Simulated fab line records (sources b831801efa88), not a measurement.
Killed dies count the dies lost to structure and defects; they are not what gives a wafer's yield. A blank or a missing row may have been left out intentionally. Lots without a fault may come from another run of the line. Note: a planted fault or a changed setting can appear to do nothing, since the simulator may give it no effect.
Split-lot trial | flow sky130 | 23 wafers read from 5 lots, route of 708 steps

THE SPLIT
At SKY_FIELD_ISO_CVD_03 (deposits Si3N4 from DCS/NH3, target thk 165 nm, time 2830 s), the setting pressureMtorr was moved away from the recipe's 250 mTorr on 15 of the 23 wafers read, by -14.8% to +8.9%. The other wafers ran this setting at the recipe's value.

No step appears in the file between the split and the reading.

THE READING
Values of FIELD_ISO_CVD_03_THK in nm from SKY_FIELD_ISO_THK_MEAS_04. A value of 165.4 nm with a standard deviation of 1.7 nm is what fault-free wafers of this fab line usually give.

wafer  | tool, chamber at the split | pressureMtorr as run, mTorr | against the recipe | FIELD_ISO_CVD_03_THK, nm | against lot-mates on the recipe
L076.1 | -, -                       | 266.2                       | +6.5%              | 168.5                    | no lot-mate on the recipe
L076.2 | -, -                       | 266.2                       | +6.5%              | 168.3                    | no lot-mate on the recipe
L076.3 | -, -                       | 266.2                       | +6.5%              | 169.5                    | no lot-mate on the recipe
L076.5 | -, -                       | 266.2                       | +6.5%              | 168.3                    | no lot-mate on the recipe
L076.6 | -, -                       | 266.2                       | +6.5%              | 169.8                    | no lot-mate on the recipe
L080.1 | -, -                       | 213                         | -14.8%             | 156.1                    | no lot-mate on the recipe
L080.3 | -, -                       | 213                         | -14.8%             | 155.4                    | no lot-mate on the recipe
L080.4 | -, -                       | 213                         | -14.8%             | 155.6                    | no lot-mate on the recipe
L080.5 | -, -                       | 213                         | -14.8%             | 155.8                    | no lot-mate on the recipe
L080.6 | -, -                       | 213                         | -14.8%             | 155.3                    | no lot-mate on the recipe
L082.1 | -, -                       | 272.2                       | +8.9%              | 169.7                    | no lot-mate on the recipe
L082.2 | -, -                       | 272.2                       | +8.9%              | 169.1                    | no lot-mate on the recipe
L082.3 | -, -                       | 272.2                       | +8.9%              | 168.1                    | no lot-mate on the recipe
L082.5 | -, -                       | 272.2                       | +8.9%              | 168.5                    | no lot-mate on the recipe
L082.6 | -, -                       | 272.2                       | +8.9%              | 170.3                    | no lot-mate on the recipe
L083.4 | lpcvd-02, 1                | 250                         | recipe             | 167.4                    | -
L083.5 | lpcvd-02, 1                | 250                         | recipe             | 165.5                    | -
L083.6 | lpcvd-02, 1                | 250                         | recipe             | 167.8                    | -
L085.2 | -, -                       | 250                         | recipe             | 163.6                    | -
L085.3 | -, -                       | 250                         | recipe             | 164.3                    | -
L085.4 | -, -                       | 250                         | recipe             | 164.8                    | -
L085.5 | -, -                       | 250                         | recipe             | 163.8                    | -
L085.6 | -, -                       | 250                         | recipe             | 164.0                    | -

FIT RESULTS
A straight line over all 23 wafers: FIELD_ISO_CVD_03_THK changes by +0.59 nm for each +1% of pressureMtorr; r = +0.98; the points scatter about the line by 1.2 nm.
Too few moved wafers with a lot-mate on the recipe to fit a line net of each lot's own level.

THE WHOLE CHAIN: every reading that the file lists as answering this split, in the file's order
step                      | what it does                                                | reading                                                                          | change (the file's fit)               | r (the file's)
SKY_FIELD_ISO_CVD_03      | deposits Si3N4 from DCS/NH3, target thk 165 nm, time 2830 s | Si3N4_of_FIELD_ISO_CVD_03.thkNm (the simulator's own value, which no gauge read) | +0.592 nm for each +1% of the setting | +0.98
SKY_FIELD_ISO_THK_MEAS_04 |                                                             | FIELD_ISO_CVD_03_THK                                                             | +0.591 for each +1% of the setting    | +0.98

THE FILE'S OWN FIT
FIELD_ISO_CVD_03_THK changes by +0.591 nm for each +1% of pressureMtorr, r = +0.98.
